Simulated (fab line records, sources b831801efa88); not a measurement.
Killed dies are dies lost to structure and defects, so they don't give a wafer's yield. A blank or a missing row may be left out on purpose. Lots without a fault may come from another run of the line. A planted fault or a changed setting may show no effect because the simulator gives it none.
A struck lot beside a sound one | flow gf180mcu | 14 steps out of a route of 602
Sound: wafers L921.3, L921.4, L921.5. Struck: wafer L932.3. (L932.2, L932.5 of the same lot were not struck and are left out.) The cause comes at the end.
At each step with rows: each side's tool, then ch and its chambers, then its first start. Under that, the readings that differ: sound wafers | struck wafers | difference of the means | sigmas: that difference in standard deviations of wafers without a fault.
alike: readings whose means differ by less than 2 such deviations, and words and numbers that are the same on both sides. not compared: withheld readings, readings that some wafer has no value for, bounds like >300 that may hide the same value, and numbers for which the record gives no deviation and whose values overlap.
The two part at a step that has a row with sigmas, a row that says differs or no value, or rows on one side only. Numbers that don't overlap but have no deviation are shown without sigmas and don't part them. A reading that every wafer of one side lacks parts them only if that side has two wafers or more.

GF_TOP_METAL_SPUTTER_04: material TiN, target thk 25 nm, time 20.8 s.
  sound on pvd_sputter-03, day 28 08:29; struck on pvd_sputter-04, day 32 02:19
  alike: throttle_valve_pct
GF_TOP_METAL_RS_MEAS_05: measures by four-point-probe.
  sound on film_metro-04, day 28 08:33; struck on film_metro-01, day 32 02:22
  alike: TOP_METAL_ALCU_RS
GF_TOP_METAL_THK_MEAS_06: measures by xrf.
  sound on film_metro-04, day 28 08:39; struck on film_metro-01, day 32 02:29
  alike: TOP_METAL_ALCU_THK
then, 7 steps without rows for these wafers: GF_TOP_METAL_DEHYDRATE_07 (time 60 s); GF_TOP_METAL_HMDS_08 (prime time 60 s); GF_TOP_METAL_COAT_09 (resist thk 1500 nm); GF_TOP_METAL_SOFTBAKE_10 (time 60 s); GF_TOP_METAL_EXPOSE_11 (exposes mask MetalTop, target cd 440 nm); GF_TOP_METAL_PEB_12; GF_TOP_METAL_DEVELOP_13 (develop time 60 s).
GF_TOP_METAL_CD_MEAS_14: target cd 440 nm.
  sound on cd_sem-01, day 29 03:25; struck on cd_sem-02, day 32 18:40
  alike: cd_nm
GF_TOP_METAL_OVL_MEAS_15:
  sound on overlay-01, day 29 03:31; struck on overlay-01, day 32 18:46
  alike: TOP_METAL_OVL
GF_TOP_METAL_METAL_ETCH_16: etches the open film in Cl2/BCl3, stops on SiO2, target depth 1197 nm, time 199.5 s.
  sound on rie_metal-04 ch 1, day 29 03:40; struck on rie_metal-03 ch 0, day 32 18:48
  reading                                        | sound             | struck | difference | sigmas
  run_length_s (s)                               | 227.9 227.9 228.0 | 218.2  | -9.7       | -24
  model.NOVOLAK_of_TOP_METAL_COAT_09.thk_nm (nm) | 1028 1027 1028    | 1038   | +10        |
  alike: drypump_motor_current_A, oes_product_au, throttle_valve_pct
  not compared: rf_hours_counter_h
GF_TOP_METAL_STRIP_17: strips in O2/N2.
  sound on plasma_asher-03 ch 0,1, day 29 03:58; struck on plasma_asher-01 ch 0, day 32 18:59
  reading                     | sound       | struck | difference | sigmas
  drypump_motor_current_A (A) | 5.5 5.7 5.5 | 4.8    | -0.8       | -2
  alike: heater_power_w, oes_product_au, strip_time_to_endpoint_s
  not compared: rf_hours_counter_h

WHERE THEY PART
First at GF_TOP_METAL_METAL_ETCH_16; last, within this record, at GF_TOP_METAL_STRIP_17.

WHY: what the simulator had put in
Process parameter drift: rie_metal-03, from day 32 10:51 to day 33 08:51, at GF_TOP_METAL_METAL_ETCH_16. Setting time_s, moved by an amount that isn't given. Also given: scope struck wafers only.
